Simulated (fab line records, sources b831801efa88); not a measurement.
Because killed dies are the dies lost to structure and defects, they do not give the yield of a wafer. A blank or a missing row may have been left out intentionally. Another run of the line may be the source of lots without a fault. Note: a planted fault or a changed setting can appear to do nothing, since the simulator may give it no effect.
fab line records + flow sky130
record
- lots=10
- wafers=30
- last-day=50
route steps=708 shown METAL3@568 VIA3@585 CAP2M@604 PAD_OPEN@708
lots with no fault: from the same line, run without faults
start-h: the number of hours between the record's first day and the start of the first shown wafer of the lot + wait-h: how many hours have passed since the lot's step before this one + " repeats the value in the row above + L1.1+2: a single row standing in for several wafers + - no value, or no start was given + * or withheld: withheld + < > ~ a bound
route shown NAME@n: a module of which the file shows steps, and the number in the route of the first + usual: the fault-free wafers' mean and standard deviation + same: alike in all rows + chamber/n: place in a boat + sites: the reading at each site + _std_site: the standard deviation of these + _edge_site: outer sites' mean less inner sites' + radius-mm: how far each site lies from the wafer's centre + mask NAME#n: copy n + behind: the most recent tool/chamber to have shaped the wafer + hold: reason for holding the lot/hours on hold/outcome of the hold + device: the n, p or np transistor that did not switch + end of line: tests run on the same wafers once the route is complete + a step given without rows: its recipe and nothing more + killed: at the first sort, the dies lost to defects and structure; wafer yield is something else + map: a wafer's dies, x killed, . not, _ none there
set.NAME: setting as actually run; set.NAME@STEP: the setting as run at that earlier step + model.NAME: the simulator's own value behind a step, which no gauge read
steps of the route over a sample of lots; a table a step, a row a wafer
services: the hour from which a tool's chamber was out of use, counted from the record's first day as start-h (under 0 if before that day), plus the number of hours and why
## steps
# step SKY_METAL3_METAL_ETCH_18
# recipe
- target-depth-a=8450
- stop-on=SiO2
- over-etch-frac=0.3
- time-s=183.1
- chemistry=Cl2/BCl3
- resist-sidewall-deg=88
- pressure-mtorr=10
- icp-w=900
- bias-w=48.5
- Cl2_flow_sccm=60
- bcl3-flow-sccm=30
# usual
- drypump-motor-current-A=6.1/0.4
- oes-product-au=0.865/0.007
- rf-fwd-power-W=896.7/2.6
- throttle-valve-pct=22.263/0.0088
| lot.wafer | tool         | chamber | start-h | wait-h | drypump-motor-current-A | oes-product-au | rf-fwd-power-W | rf-hours-counter-h | throttle-valve-pct |
|-----------|--------------|---------|---------|--------|-------------------------|----------------|----------------|--------------------|--------------------|
| L974.2    | rie-metal-04 | 0       | 935.73  | 0.1    | 5.8                     | 0.864          | 894.3          | -                  | 22.260             |
| L974.5    | "            | 0       | "       | "      | 5.8                     | 0.861          | 891.8          | -                  | 22.278             |
| L974.6    | "            | 0       | "       | "      | 5.9                     | 0.853          | 895.6          | -                  | 22.277             |
| L976.3    | rie-metal-02 | 0       | 955.86  | 0.1    | 6.0                     | 0.861          | 891.6          | -                  | 22.266             |
| L976.4    | "            | 1       | "       | "      | 5.9                     | 0.870          | 895.6          | -                  | 22.264             |
| L976.6    | "            | 1       | "       | "      | 5.9                     | 0.861          | 897.4          | -                  | 22.270             |
| L977.1    | rie-metal-01 | 0       | 956.15  | 0.0    | 6.6                     | 0.866          | 894.1          | 16                 | 22.257             |
| L977.3    | "            | 1       | "       | "      | 6.5                     | 0.872          | 897.0          | -                  | 22.267             |
| L977.4    | "            | 0       | "       | "      | 6.6                     | 0.870          | 892.9          | -                  | 22.267             |
| L978.1    | rie-metal-01 | 0       | 963.12  | 0.0    | 6.6                     | 0.878          | 892.6          | 16                 | 22.266             |
| L978.3    | "            | 0       | "       | "      | 6.6                     | 0.879          | 895.1          | -                  | 22.259             |
| L978.5    | "            | 1       | "       | "      | 6.6                     | 0.877          | 898.8          | -                  | 22.266             |
| L981.1    | rie-metal-02 | 0       | 988.32  | 0.0    | 6.0                     | 0.876          | 893.6          | 8                  | 22.261             |
| L981.4    | "            | 1       | "       | "      | 5.9                     | 0.871          | 896.9          | -                  | 22.272             |
| L981.5    | "            | 0       | "       | "      | 6.0                     | 0.879          | 894.2          | -                  | 22.242             |
| L982.3    | rie-metal-04 | 1       | 995.16  | 0.1    | 5.5                     | 0.866          | 897.2          | -                  | 22.244             |
| L982.4    | "            | 0       | "       | "      | 5.9                     | 0.869          | 901.7          | -                  | 22.273             |
| L982.5    | "            | 0       | "       | "      | 5.8                     | 0.870          | 902.0          | -                  | 22.264             |
| L985.1    | rie-metal-04 | 0       | 1011.90 | 0.0    | 5.9                     | 0.861          | 897.7          | 20                 | 22.269             |
| L985.2    | "            | 1       | "       | "      | 5.5                     | 0.857          | 895.7          | 14                 | 22.244             |
| L985.4    | "            | 1       | "       | "      | 5.5                     | 0.854          | 899.2          | -                  | 22.282             |
| L988.2    | rie-metal-02 | 1       | 1039.77 | 0.0    | 5.8                     | 0.860          | 891.3          | 20                 | 22.289             |
| L988.5    | "            | 0       | "       | "      | 6.0                     | 0.859          | 896.5          | -                  | 22.263             |
| L988.6    | "            | 1       | "       | "      | 5.8                     | 0.869          | 896.3          | -                  | 22.254             |
| L990.3    | rie-metal-04 | 0       | 1045.83 | 0.1    | 5.8                     | 0.857          | 894.2          | -                  | 22.257             |
| L990.4    | "            | 1       | "       | "      | 5.5                     | 0.862          | 894.6          | -                  | 22.258             |
| L990.6    | "            | 1       | "       | "      | 5.4                     | 0.862          | 899.9          | -                  | 22.270             |
| L991.2    | rie-metal-01 | 0       | 1053.32 | 0.0    | 6.6                     | 0.872          | 895.7          | 21                 | 22.248             |
| L991.4    | "            | 1       | "       | "      | 6.6                     | 0.869          | 898.1          | -                  | 22.256             |
| L991.5    | "            | 1       | "       | "      | 6.6                     | 0.873          | 897.0          | -                  | 22.269             |
# step SKY_VIA3_CD_MEAS_12
# recipe
- target-cd-nm=200
# usual
- cd-nm=200.5/1.4
| lot.wafer | tool      | chamber | start-h | wait-h | cd-nm |
|-----------|-----------|---------|---------|--------|-------|
| L974.2    | cd-sem-02 | -       | 962.13  | -      | 200.2 |
| L974.5    | "         | -       | "       | "      | 202.1 |
| L974.6    | "         | -       | "       | "      | 200.7 |
| L976.3    | cd-sem-02 | -       | 981.01  | -      | 201.5 |
| L976.4    | "         | -       | "       | "      | 200.2 |
| L976.6    | "         | -       | "       | "      | 198.3 |
| L977.1    | cd-sem-02 | -       | 981.21  | -      | 200.9 |
| L977.3    | "         | -       | "       | "      | 200.5 |
| L977.4    | "         | -       | "       | "      | 199.2 |
| L978.1    | cd-sem-01 | -       | 988.65  | -      | 203.1 |
| L978.3    | "         | -       | "       | "      | 204.2 |
| L978.5    | "         | -       | "       | "      | 203.6 |
| L981.1    | cd-sem-01 | -       | 1012.33 | -      | 201.4 |
| L981.4    | "         | -       | "       | "      | 200.6 |
| L981.5    | "         | -       | "       | "      | 199.9 |
| L982.3    | cd-sem-02 | -       | 1019.60 | -      | 199.9 |
| L982.4    | "         | -       | "       | "      | 202.8 |
| L982.5    | "         | -       | "       | "      | 202.6 |
| L985.1    | cd-sem-02 | -       | 1036.66 | -      | 202.0 |
| L985.2    | "         | -       | "       | "      | 200.8 |
| L985.4    | "         | -       | "       | "      | 201.9 |
| L988.2    | cd-sem-01 | -       | 1063.92 | -      | 200.6 |
| L988.5    | "         | -       | "       | "      | 200.9 |
| L988.6    | "         | -       | "       | "      | 200.5 |
| L990.3    | cd-sem-01 | -       | 1069.34 | -      | 200.5 |
| L990.4    | "         | -       | "       | "      | 201.5 |
| L990.6    | "         | -       | "       | "      | 201.6 |
| L991.2    | cd-sem-01 | -       | 1075.08 | -      | 199.8 |
| L991.4    | "         | -       | "       | "      | 199.4 |
| L991.5    | "         | -       | "       | "      | 199.4 |
# step SKY_VIA3_CVD_21
# recipe
- material=W
- target-thk-nm=390
- time-s=117.31
- temp-c=400
- pressure-torr=40
# usual
- heater-power-w=857/45
| lot.wafer | tool     | chamber | start-h | wait-h | heater-power-w |
|-----------|----------|---------|---------|--------|----------------|
| L974.2    | cvd-w-01 | 1       | 963.02  | 0.0    | 852            |
| L974.5    | "        | 0       | "       | "      | 828            |
| L974.6    | "        | 1       | "       | "      | 860            |
| L976.3    | cvd-w-02 | 1       | 981.93  | 0.1    | 904            |
| L976.4    | "        | 0       | "       | "      | 857            |
| L976.6    | "        | 1       | "       | "      | 918            |
| L977.1    | cvd-w-01 | 1       | 982.15  | 0.0    | 849            |
| L977.3    | "        | 1       | "       | "      | 858            |
| L977.4    | "        | 0       | "       | "      | 766            |
| L978.1    | cvd-w-02 | 0       | 989.56  | 0.0    | 861            |
| L978.3    | "        | 1       | "       | "      | 916            |
| L978.5    | "        | 0       | "       | "      | 875            |
| L981.1    | cvd-w-01 | 0       | 1013.24 | 0.0    | 797            |
| L981.4    | "        | 1       | "       | "      | 855            |
| L981.5    | "        | 0       | "       | "      | 795            |
| L982.3    | cvd-w-01 | 1       | 1020.52 | 0.1    | 848            |
| L982.4    | "        | 0       | "       | "      | 786            |
| L982.5    | "        | 0       | "       | "      | 796            |
| L985.1    | cvd-w-01 | 0       | 1037.57 | 0.0    | 805            |
| L985.2    | "        | 1       | "       | "      | 840            |
| L985.4    | "        | 0       | "       | "      | 791            |
| L988.2    | cvd-w-02 | 0       | 1064.86 | 0.0    | 893            |
| L988.5    | "        | 0       | "       | "      | 874            |
| L988.6    | "        | 1       | "       | "      | 912            |
| L990.3    | cvd-w-01 | 0       | 1070.29 | 0.1    | 805            |
| L990.4    | "        | 1       | "       | "      | 840            |
| L990.6    | "        | 1       | "       | "      | 882            |
| L991.2    | cvd-w-02 | 1       | 1076.01 | 0.0    | 942            |
| L991.4    | "        | 0       | "       | "      | 904            |
| L991.5    | "        | 0       | "       | "      | 883            |
# step SKY_VIA3_RS_MEAS_22
# recipe
- thk-meas-gauge=four-point-probe
- reads=W_of_VIA3_CVD_21+TiN_of_VIA3_SPUTTER_20
# usual
- VIA3_W_RS=0.293/0.0043
| lot.wafer | tool          | chamber | start-h | wait-h | hold                     | VIA3_W_RS[ohm/sq] |
|-----------|---------------|---------|---------|--------|--------------------------|-------------------|
| L974.2    | film-metro-04 | -       | 963.17  | 0.1    | -                        | 0.290             |
| L974.5    | "             | -       | "       | "      | -                        | 0.294             |
| L974.6    | "             | -       | "       | "      | -                        | 0.292             |
| L976.3    | film-metro-02 | -       | 982.05  | 0.1    | -                        | 0.282             |
| L976.4    | "             | -       | "       | "      | -                        | 0.289             |
| L976.6    | "             | -       | "       | "      | -                        | 0.282             |
| L977.1    | film-metro-03 | -       | 982.28  | 0.1    | -                        | 0.296             |
| L977.3    | "             | -       | "       | "      | -                        | 0.298             |
| L977.4    | "             | -       | "       | "      | -                        | 0.295             |
| L978.1    | film-metro-03 | -       | 989.68  | 0.1    | -                        | 0.296             |
| L978.3    | "             | -       | "       | "      | -                        | 0.285             |
| L978.5    | "             | -       | "       | "      | -                        | 0.296             |
| L981.1    | film-metro-04 | -       | 1013.36 | 0.1    | -                        | 0.291             |
| L981.4    | "             | -       | "       | "      | -                        | 0.298             |
| L981.5    | "             | -       | "       | "      | -                        | 0.292             |
| L982.3    | film-metro-04 | -       | 1020.68 | 0.1    | -                        | 0.294             |
| L982.4    | "             | -       | "       | "      | -                        | 0.291             |
| L982.5    | "             | -       | "       | "      | -                        | 0.294             |
| L985.1    | film-metro-03 | -       | 1037.70 | 0.1    | -                        | 0.296             |
| L985.2    | "             | -       | "       | "      | -                        | 0.294             |
| L985.4    | "             | -       | "       | "      | -                        | 0.297             |
| L988.2    | film-metro-04 | -       | 1065.00 | 0.1    | await-dispo/0.2h/release | 0.416             |
| L988.5    | "             | -       | "       | "      | await-dispo/0.2h/release | 0.420             |
| L988.6    | "             | -       | "       | "      | await-dispo/0.2h/release | 0.291             |
| L988.2    | film-metro-04 | -       | 1065.49 | 0.5    | -                        | 0.416             |
| L988.5    | "             | -       | "       | "      | -                        | 0.421             |
| L988.6    | "             | -       | "       | "      | -                        | 0.291             |
| L990.3    | film-metro-03 | -       | 1070.41 | 0.1    | -                        | 0.292             |
| L990.4    | "             | -       | "       | "      | -                        | 0.293             |
| L990.6    | "             | -       | "       | "      | -                        | 0.296             |
| L991.2    | film-metro-04 | -       | 1076.15 | 0.1    | await-dispo/0.2h/release | 0.288             |
| L991.4    | "             | -       | "       | "      | await-dispo/0.2h/release | 0.411             |
| L991.5    | "             | -       | "       | "      | await-dispo/0.2h/release | 0.414             |
| L991.2    | film-metro-04 | -       | 1076.44 | 0.3    | -                        | 0.288             |
| L991.4    | "             | -       | "       | "      | -                        | 0.411             |
| L991.5    | "             | -       | "       | "      | -                        | 0.413             |
# step SKY_VIA3_THK_MEAS_23
# recipe
- thk-meas-gauge=xrf
- reads=W_of_VIA3_CVD_21
# usual
- VIA3_W_THK=397/7.7
| lot.wafer | tool          | chamber | start-h | wait-h | hold                     | VIA3_W_THK[nm] |
|-----------|---------------|---------|---------|--------|--------------------------|----------------|
| L974.2    | film-metro-04 | -       | 963.28  | 0.1    | -                        | 394            |
| L974.5    | "             | -       | "       | "      | -                        | 390            |
| L974.6    | "             | -       | "       | "      | -                        | 395            |
| L976.3    | film-metro-02 | -       | 982.15  | 0.1    | -                        | 413            |
| L976.4    | "             | -       | "       | "      | -                        | 407            |
| L976.6    | "             | -       | "       | "      | -                        | 414            |
| L977.1    | film-metro-03 | -       | 982.40  | 0.1    | -                        | 393            |
| L977.3    | "             | -       | "       | "      | -                        | 390            |
| L977.4    | "             | -       | "       | "      | -                        | 395            |
| L978.1    | film-metro-03 | -       | 989.80  | 0.1    | -                        | 391            |
| L978.3    | "             | -       | "       | "      | -                        | 402            |
| L978.5    | "             | -       | "       | "      | -                        | 390            |
| L981.1    | film-metro-04 | -       | 1013.48 | 0.1    | -                        | 396            |
| L981.4    | "             | -       | "       | "      | -                        | 387            |
| L981.5    | "             | -       | "       | "      | -                        | 397            |
| L982.3    | film-metro-04 | -       | 1020.78 | 0.1    | -                        | 395            |
| L982.4    | "             | -       | "       | "      | -                        | 396            |
| L982.5    | "             | -       | "       | "      | -                        | 393            |
| L985.1    | film-metro-03 | -       | 1037.82 | 0.1    | -                        | 393            |
| L985.2    | "             | -       | "       | "      | -                        | 395            |
| L985.4    | "             | -       | "       | "      | -                        | 389            |
| L988.2    | film-metro-04 | -       | 1067.53 | 2.0    | await-dispo/0.2h/release | 280            |
| L988.5    | "             | -       | "       | "      | await-dispo/0.2h/release | 276            |
| L988.6    | "             | -       | "       | "      | await-dispo/0.2h/release | 397            |
| L988.2    | film-metro-04 | -       | 1067.75 | 0.2    | -                        | 280            |
| L988.5    | "             | -       | "       | "      | -                        | 275            |
| L988.6    | "             | -       | "       | "      | -                        | 398            |
| L990.3    | film-metro-03 | -       | 1070.51 | 0.1    | -                        | 395            |
| L990.4    | "             | -       | "       | "      | -                        | 392            |
| L990.6    | "             | -       | "       | "      | -                        | 389            |
| L991.2    | film-metro-04 | -       | 1077.44 | 1.0    | await-dispo/0.2h/release | 404            |
| L991.4    | "             | -       | "       | "      | await-dispo/0.2h/release | 283            |
| L991.5    | "             | -       | "       | "      | await-dispo/0.2h/release | 280            |
| L991.2    | film-metro-04 | -       | 1077.67 | 0.2    | -                        | 403            |
| L991.4    | "             | -       | "       | "      | -                        | 283            |
| L991.5    | "             | -       | "       | "      | -                        | 281            |
# step SKY_VIA3_CMP_24
# recipe
- stop-on=SiO2
- t-overpolish-s=20
- down-force-psi=3.5
- platen-rpm=60
- target-thk-nm=0
- pad-velocity-m-s=0.94248
# usual
- head-pressure-psi=3.502/0.0074
- motor-current-A=11.0/1.1
- time-to-endpoint-s=93/3.2
| lot.wafer | tool   | chamber | start-h | wait-h | hold                     | head-pressure-psi | motor-current-A | time-to-endpoint-s |
|-----------|--------|---------|---------|--------|--------------------------|-------------------|-----------------|--------------------|
| L974.2    | cmp-02 | 1       | 963.48  | 0.2    | -                        | 3.492             | 9.5             | 99                 |
| L974.5    | "      | 2       | "       | "      | -                        | 3.494             | 11.0            | 96                 |
| L974.6    | "      | 3       | "       | "      | -                        | 3.495             | 10.0            | 95                 |
| L976.3    | cmp-02 | 0       | 982.24  | 0.1    | -                        | 3.500             | 10.2            | 92                 |
| L976.4    | "      | 2       | "       | "      | -                        | 3.510             | 10.6            | 86                 |
| L976.6    | "      | 3       | "       | "      | -                        | 3.498             | 9.9             | 97                 |
| L977.3    | cmp-01 | 3       | 982.51  | 0.1    | -                        | 3.510             | 11.3            | 91                 |
| L977.4    | "      | 0       | "       | "      | -                        | 3.505             | 13.3            | 88                 |
| L977.1    | "      | 1       | "       | "      | -                        | 3.501             | 10.7            | 87                 |
| L978.1    | cmp-01 | 0       | 989.88  | 0.1    | -                        | 3.515             | 12.8            | 88                 |
| L978.3    | "      | 2       | "       | "      | -                        | 3.521             | 11.0            | 97                 |
| L978.5    | "      | 0       | "       | "      | -                        | 3.501             | 13.6            | 90                 |
| L981.1    | cmp-02 | 2       | 1013.54 | 0.1    | -                        | 3.498             | 11.0            | 93                 |
| L981.4    | "      | 1       | "       | "      | -                        | 3.513             | 9.9             | 92                 |
| L981.5    | "      | 2       | "       | "      | -                        | 3.500             | 11.0            | 91                 |
| L982.4    | cmp-02 | 0       | 1020.87 | 0.1    | -                        | 3.513             | 9.8             | 88                 |
| L982.3    | "      | 1       | "       | "      | -                        | 3.498             | 9.7             | 93                 |
| L982.5    | "      | 0       | "       | "      | -                        | 3.504             | 10.1            | 89                 |
| L985.1    | cmp-02 | 2       | 1037.88 | 0.1    | -                        | 3.509             | 10.7            | 88                 |
| L985.4    | "      | 3       | "       | "      | -                        | 3.494             | 10.4            | 92                 |
| L985.2    | "      | 0       | "       | "      | -                        | 3.506             | 10.6            | 93                 |
| L988.2    | cmp-01 | 1       | 1070.17 | 2.4    | await-dispo/2.2h/release | 3.507             | 10.4            | 58                 |
| L988.5    | "      | 0       | "       | "      | await-dispo/2.2h/release | 3.510             | 13.3            | 64                 |
| L988.6    | "      | 1       | "       | "      | await-dispo/2.2h/release | 3.504             | 9.9             | 90                 |
| L990.4    | cmp-01 | 3       | 1070.60 | 0.1    | -                        | 3.502             | 11.7            | 96                 |
| L990.3    | "      | 1       | "       | "      | -                        | 3.517             | 10.6            | 88                 |
| L990.6    | "      | 3       | "       | "      | -                        | 3.504             | 11.6            | 96                 |
| L991.4    | cmp-01 | 1       | 1084.35 | 6.7    | await-dispo/3.8h/release | 3.517             | 10.0            | 68                 |
| L991.2    | "      | 3       | "       | "      | await-dispo/3.8h/release | 3.502             | 11.7            | 99                 |
| L991.5    | "      | 0       | "       | "      | await-dispo/3.8h/release | 3.491             | 13.7            | 63                 |
# step SKY_CAP2M_THK_MEAS_01
# recipe
- reads=SiO2_of_CAP2M_CVD_00
# usual
- CAP2M_CVD_00_THK=15.54/0.2
| lot.wafer | tool          | chamber | start-h | wait-h | CAP2M_CVD_00_THK[nm] |
|-----------|---------------|---------|---------|--------|----------------------|
| L974.2    | film-metro-04 | -       | 963.81  | -      | 15.53                |
| L974.5    | "             | -       | "       | "      | 15.83                |
| L974.6    | "             | -       | "       | "      | 16.12                |
| L976.3    | film-metro-01 | -       | 982.69  | -      | 15.42                |
| L976.4    | "             | -       | "       | "      | 15.81                |
| L976.6    | "             | -       | "       | "      | 15.37                |
| L977.1    | film-metro-02 | -       | 982.96  | -      | 15.69                |
| L977.3    | "             | -       | "       | "      | 15.41                |
| L977.4    | "             | -       | "       | "      | 15.68                |
| L978.1    | film-metro-01 | -       | 990.35  | -      | 15.47                |
| L978.3    | "             | -       | "       | "      | 15.92                |
| L978.5    | "             | -       | "       | "      | 15.65                |
| L981.1    | film-metro-01 | -       | 1014.03 | -      | 15.34                |
| L981.4    | "             | -       | "       | "      | 15.67                |
| L981.5    | "             | -       | "       | "      | 15.36                |
| L982.3    | film-metro-04 | -       | 1021.32 | -      | 15.31                |
| L982.4    | "             | -       | "       | "      | 15.48                |
| L982.5    | "             | -       | "       | "      | 15.62                |
| L985.1    | film-metro-04 | -       | 1038.35 | -      | 15.42                |
| L985.2    | "             | -       | "       | "      | 15.73                |
| L985.4    | "             | -       | "       | "      | 15.72                |
| L988.2    | film-metro-01 | -       | 1070.60 | -      | 15.58                |
| L988.5    | "             | -       | "       | "      | 15.63                |
| L988.6    | "             | -       | "       | "      | 15.64                |
| L990.3    | film-metro-04 | -       | 1071.05 | -      | 15.39                |
| L990.4    | "             | -       | "       | "      | 15.64                |
| L990.6    | "             | -       | "       | "      | 15.55                |
| L991.2    | film-metro-01 | -       | 1084.79 | -      | 15.00                |
| L991.4    | "             | -       | "       | "      | 15.09                |
| L991.5    | "             | -       | "       | "      | 15.51                |
# step SKY_PAD_OPEN_PROBE_99
# usual
- defect-limited-yield=82.4/1.8
- killed_at_M0_to_M3=44/6
- killed_at_M4_up=2.9/1.5
- killed-at-contacts=24/4.9
- killed-at-front-end=16/4.3
- killed-at-other=0.3/0.54
- killed-dies=87/8.7
- killed-open=48/6.7
- killed-short=39/5.9
- sort_bin_3_pad_short=0.9/0.4
- sort_bin_5_function=10.5/1.5
- sort_bin_6_memory=6.2/1.1
- sort-n-pass=405/8.7
- sort-yield-pct=82.4/1.8
# same
- gross-dies=492
- killed-at-back-side=0
- sort_bin_4_leakage[%]=0
- sort_bin_8_speed[%]=0
| lot.wafer | tool      | chamber | start-h | wait-h | defect-limited-yield[%] | killed_at_M0_to_M3 | killed_at_M4_up | killed-at-contacts | killed-at-front-end | killed-at-other | killed-dies | killed-open | killed-short | sort_bin_3_pad_short[%] | sort_bin_5_function[%] | sort_bin_6_memory[%] | sort-n-pass | sort-yield-pct[%] |
|-----------|-----------|---------|---------|--------|-------------------------|--------------------|-----------------|--------------------|---------------------|-----------------|-------------|-------------|--------------|-------------------------|------------------------|----------------------|-------------|-------------------|
| L978.1    | prober-01 | -       | 1127.01 | 0.1    | 82.7                    | 37                 | 2               | 21                 | 24                  | 1               | 85          | 51          | 34           | 0.4                     | 12.0                   | 4.9                  | 407         | 82.7              |
| L978.3    | prober-01 | -       | 1127.11 | 0.2    | 83.5                    | 38                 | 1               | 23                 | 19                  | 0               | 81          | 46          | 35           | 1.4                     | 7.1                    | 7.9                  | 411         | 83.5              |
| L978.5    | prober-01 | -       | 1127.21 | 0.2    | 84.6                    | 35                 | 0               | 24                 | 17                  | 0               | 76          | 44          | 32           | 1.2                     | 8.5                    | 5.7                  | 416         | 84.6              |
| L982.3    | prober-01 | -       | 1152.27 | 0.2    | 83.7                    | 35                 | 1               | 25                 | 18                  | 1               | 80          | 43          | 37           | 1.2                     | 8.7                    | 6.3                  | 412         | 83.7              |
| L982.4    | prober-01 | -       | 1152.32 | 0.2    | 81.5                    | 51                 | 5               | 18                 | 17                  | 0               | 91          | 55          | 36           | 1.0                     | 12.2                   | 5.3                  | 401         | 81.5              |
| L982.5    | prober-01 | -       | 1152.37 | 0.2    | 81.9                    | 50                 | 3               | 21                 | 15                  | 0               | 89          | 46          | 43           | 0.8                     | 11.6                   | 5.7                  | 403         | 81.9              |
| L990.3    | prober-01 | -       | 1191.14 | 0.2    | 82.5                    | 48                 | 1               | 25                 | 12                  | 0               | 86          | 40          | 46           | 1.0                     | 10.4                   | 6.1                  | 406         | 82.5              |
| L990.4    | prober-01 | -       | 1191.19 | 0.2    | 82.9                    | 43                 | 2               | 24                 | 14                  | 1               | 84          | 56          | 28           | 1.0                     | 11.2                   | 4.9                  | 408         | 82.9              |
| L990.6    | prober-01 | -       | 1191.29 | 0.2    | 81.7                    | 51                 | 7               | 16                 | 15                  | 1               | 90          | 49          | 41           | 1.0                     | 10.4                   | 6.9                  | 402         | 81.7              |
# killed by level:class
L978.1 CONTACT:geometric-particle:open=11 VIA1:geometric-particle:open=9 METAL2:geometric-particle:short=7 FIELD_ISO:geometric-particle:open=6 LI_CONTACT:geometric-particle:open=6 VIA3:geometric-particle:open=5 VIA2:geometric-particle:open=5 FIELD_ISO:geometric-particle:short=4
L978.3 VIA3:geometric-particle:open=9 VIA1:geometric-particle:short=6 LI_CONTACT:geometric-particle:open=6 CONTACT:geometric-particle:short=6 VIA1:geometric-particle:open=6 POLY_GATE:geometric-particle:open=5 CONTACT:geometric-particle:open=5 VIA2:geometric-particle:open=4
L978.5 VIA1:geometric-particle:open=11 CONTACT:geometric-particle:open=7 FIELD_ISO:geometric-particle:open=6 CONTACT:geometric-particle:short=6 METAL2:geometric-particle:short=6 VIA2:geometric-particle:open=6 POLY_GATE:geometric-particle:short=5 LOCAL_INTERCONNECT:geometric-particle:short=5
L982.3 VIA1:geometric-particle:open=9 LI_CONTACT:geometric-particle:open=8 LOCAL_INTERCONNECT:geometric-particle:short=8 VIA3:geometric-particle:open=7 FIELD_ISO:geometric-particle:short=5 CONTACT:geometric-particle:open=5 CONTACT:geometric-particle:short=4 VIA2:geometric-particle:open=4
L982.4 VIA3:geometric-particle:open=12 VIA1:geometric-particle:open=10 LI_CONTACT:geometric-particle:open=7 VIA2:geometric-particle:open=6 CONTACT:geometric-particle:open=6 FIELD_ISO:geometric-particle:open=5 METAL3:geometric-particle:short=5 METAL4:geometric-particle:short=5
L982.5 VIA1:geometric-particle:open=16 VIA2:geometric-particle:short=7 POLY_GATE:geometric-particle:open=6 LI_CONTACT:geometric-particle:open=6 CONTACT:geometric-particle:short=6 VIA1:geometric-particle:short=6 METAL2:geometric-particle:short=5 VIA2:geometric-particle:open=5
L990.3 CONTACT:geometric-particle:short=10 VIA1:geometric-particle:open=10 VIA3:geometric-particle:short=6 CONTACT:geometric-particle:open=5 VIA2:geometric-particle:open=5 VIA3:geometric-particle:open=5 LI_CONTACT:geometric-particle:short=4 LI_CONTACT:geometric-particle:open=4
L990.4 VIA1:geometric-particle:open=14 CONTACT:geometric-particle:open=10 VIA3:geometric-particle:open=8 VIA2:geometric-particle:open=7 LI_CONTACT:geometric-particle:open=5 METAL1:geometric-particle:short=4 FIELD_ISO:geometric-particle:short=3 FIELD_ISO:geometric-particle:open=3
L990.6 VIA1:geometric-particle:open=11 METAL2:geometric-particle:short=8 VIA2:geometric-particle:open=8 VIA3:geometric-particle:open=8 METAL4:geometric-particle:short=7 FIELD_ISO:geometric-particle:open=6 FIELD_ISO:geometric-particle:short=5 LI_CONTACT:geometric-particle:open=5
## services
| tool         | chamber | start-h | hours | kind                           |
|--------------|---------|---------|-------|--------------------------------|
| cmp-02       | -       | 912.77  | 4.0   | pm                             |
| cmp-02       | -       | 916.77  | -     | consumable-replace:conditioner |
| cmp-02       | -       | 916.77  | -     | consumable-replace:pad         |
| cvd-w-01     | 0       | 918.00  | -     | clean                          |
| cvd-w-01     | 1       | 918.00  | -     | clean                          |
| cmp-01       | -       | 918.79  | 1.3   | repair                         |
| rie-metal-04 | 1       | 918.84  | 24.1  | repair                         |
| rie-metal-02 | -       | 919.17  | 2.8   | pm                             |
| cmp-01       | -       | 943.33  | 0.4   | repair                         |
| cmp-01       | -       | 960.52  | 2.7   | repair                         |
| cmp-02       | -       | 984.65  | 1.8   | repair                         |
| cmp-01       | -       | 985.36  | 4.5   | repair                         |
| cvd-w-02     | 1       | 995.28  | 9.5   | repair                         |
| cmp-02       | -       | 1007.31 | 0.2   | repair                         |
| rie-metal-02 | 1       | 1044.91 | 40.5  | repair                         |
| rie-metal-01 | -       | 1047.69 | 2.8   | pm                             |
| cmp-02       | -       | 1057.44 | 1.3   | repair                         |
| rie-metal-01 | -       | 1068.35 | 0.7   | repair                         |
| cmp-01       | -       | 1080.26 | 4.0   | repair                         |
## key
first-sign
- step=SKY_VIA3_RS_MEAS_22
- reading=visit
- direction=added
- through=control-loop
effect
- step=SKY_VIA3_RS_MEAS_22
- reading=VIA3_W_RS
- direction=up
- sigmas=29
- usual=0.293
- struck=0.416
- through=control-loop
effect
- step=SKY_VIA3_THK_MEAS_23
- reading=visit
- direction=added
- through=control-loop
effect
- step=SKY_VIA3_THK_MEAS_23
- reading=VIA3_W_THK
- direction=down
- sigmas=15
- usual=397
- struck=280
- through=control-loop
effect
- step=SKY_VIA3_CMP_24
- reading=time-to-endpoint-s
- direction=down
- sigmas=9.2
- usual=*
- struck=*
- through=*
met-at SKY_VIA3_CVD_21
struck-lots L988,L991
struck-wafers L988.2,L988.5,L991.4,L991.5
loop-trim
- step=SKY_VIA3_EXPOSE_09
- setting=dose
- lots=L988,L991
not-acting-at SKY_METAL3_METAL_ETCH_18,SKY_VIA3_CD_MEAS_12,SKY_CAP2M_THK_MEAS_01
onset-between 989.56 1064.86
fault
- kind=process-parameter-drift
- tool=cvd-w-02
- chamber=0
- onset-h=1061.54
- steps=SKY_VIA3_CVD_21
- channel=target-thk-nm
- offset=-111.33
- shape=step
- end-h=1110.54
- acts-in=these-recipes-only
- stated=390
# loop-trim: a control loop set the setting to another value than it would have without faults
